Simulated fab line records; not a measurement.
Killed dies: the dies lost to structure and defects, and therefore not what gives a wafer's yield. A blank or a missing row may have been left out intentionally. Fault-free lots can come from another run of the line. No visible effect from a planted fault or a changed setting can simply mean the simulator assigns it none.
Split-lot experiment | flow sky130 | on a route of 708 steps: 5 lots, 23 wafers read

## ABOUT THE SPLIT
At SKY_VT_ADJUST_NCORE_EXPOSE_04 (exposes mask LVTN COMPLEMENT THIN, target cd 380 nm), the setting doseMj was moved away from the recipe's 139 on 7 of the 23 wafers read, by +1.9% to +5.5%. The other wafers ran this setting at the recipe's value.

## FROM THE SPLIT TO THE READING: what the file shows between them, 2 steps
- SKY_VT_ADJUST_NCORE_PEB_05
- SKY_VT_ADJUST_NCORE_DEVELOP_06: develop time 60 s

## THE READING
cdNm, in nm, at SKY_VT_ADJUST_NCORE_CD_MEAS_07 (target cd 380 nm). A value of 380.8 nm with a standard deviation of 2.7 nm is what fault-free wafers of this fab line usually give.

wafer  | tool, chamber at the split | doseMj as run | against the recipe | cdNm, nm | against lot-mates on the recipe
L076.2 | ilineStepper-02, 0         | 139           | recipe             | 379.8    | -
L076.3 | ilineStepper-02, 0         | 139           | recipe             | 381.8    | -
L076.4 | ilineStepper-02, 0         | 141.6         | +1.9%              | 385.7    | +4.4
L076.5 | ilineStepper-02, 0         | 141.6         | +1.9%              | 386.2    | +4.9
L076.6 | ilineStepper-02, 0         | 139           | recipe             | 382.4    | -
L080.1 | ilineStepper-01, 0         | 139           | recipe             | 380.6    | -
L080.3 | ilineStepper-01, 0         | 139           | recipe             | 381.7    | -
L080.4 | ilineStepper-01, 0         | 139           | recipe             | 381.6    | -
L080.5 | ilineStepper-01, 0         | 139           | recipe             | 381.1    | -
L080.6 | ilineStepper-01, 0         | 139           | recipe             | 378.9    | -
L081.1 | ilineStepper-02, 0         | 139           | recipe             | 382.2    | -
L081.2 | ilineStepper-02, 0         | 139           | recipe             | 381.6    | -
L081.3 | ilineStepper-02, 0         | 139           | recipe             | 380.6    | -
L081.4 | ilineStepper-02, 0         | 145.2         | +4.5%              | 394.3    | +12.8
L081.6 | ilineStepper-02, 0         | 145.2         | +4.5%              | 394.0    | +12.5
L082.1 | ilineStepper-01, 0         | 146.6         | +5.5%              | 391.9    | +14.1
L082.2 | ilineStepper-01, 0         | 139           | recipe             | 378.5    | -
L082.4 | ilineStepper-01, 0         | 139           | recipe             | 377.1    | -
L082.5 | ilineStepper-01, 0         | 146.6         | +5.5%              | 391.6    | +13.8
L082.6 | ilineStepper-01, 0         | 146.6         | +5.5%              | 394.9    | +17.1
L084.3 | ilineStepper-02, 0         | 139           | recipe             | 385.6    | -
L084.5 | ilineStepper-02, 0         | 139           | recipe             | 382.4    | -
L084.6 | ilineStepper-02, 0         | 139           | recipe             | 383.7    | -

THE FIT
A straight line over all 23 wafers: cdNm changes by +2.35 nm for each +1% of doseMj; r = +0.93; the points scatter about the line by 2 nm.
The same after taking each lot's own level away (the mean of its wafers on the recipe; 23 wafers): +2.77 nm for each +1%; r = +0.98; scatter 1.1 nm.
The reading moves by 15 nm for the largest change in doseMj, on that fit.
The lots' own levels span 377.80 to 383.90 nm, that is 2.3 times the standard deviation above.
Thus the slope moves with the lot-to-lot level: the two fits are different.
Check: with one of the wafers moved furthest among these (+5.5%) left out of the fit, the line predicts +15.4 nm for it against its lot-mates. Against them it came out at +14.1 nm.

## ADDITIONAL SPLITS CARRIED BY THESE WAFERS
Other splits were also applied to these wafers ahead of the reading. Each is held against what the fit with the lots' levels taken away leaves over:
other split on the same wafers         | wafers away from the commonest value | r with cdNm (lot level and that fit taken away)
SKY_FIELD_ISO_CVD_03 tempC             | 18                                   | +0.02
SKY_FIELD_ISO_EXPOSE_10 doseMj         | 5                                    | +0.19
SKY_FIELD_ISO_ETCH_14 timeS            | 7                                    | -0.07
SKY_FIELD_ISO_OXIDATION_22 oxTimeS     | 15                                   | -0.02
SKY_DNWELL_EXPOSE_04 doseMj            | 9                                    | -0.06
SKY_PWDE_IMPLANT_08 energyKev          | 5                                    | -0.21
SKY_NWELL_IMPLANT_24 energyKev         | 8                                    | -0.10
SKY_VT_ADJUST_HVTP_DEVELOP_06 devTempC | 8                                    | -0.31
SKY_VT_ADJUST_LVTN_COAT_02 spinRpm     | 12                                   | -0.12

## THE FILE'S OWN FIT
cdNm changes by +2.77 nm for each +1% of doseMj, r = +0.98.
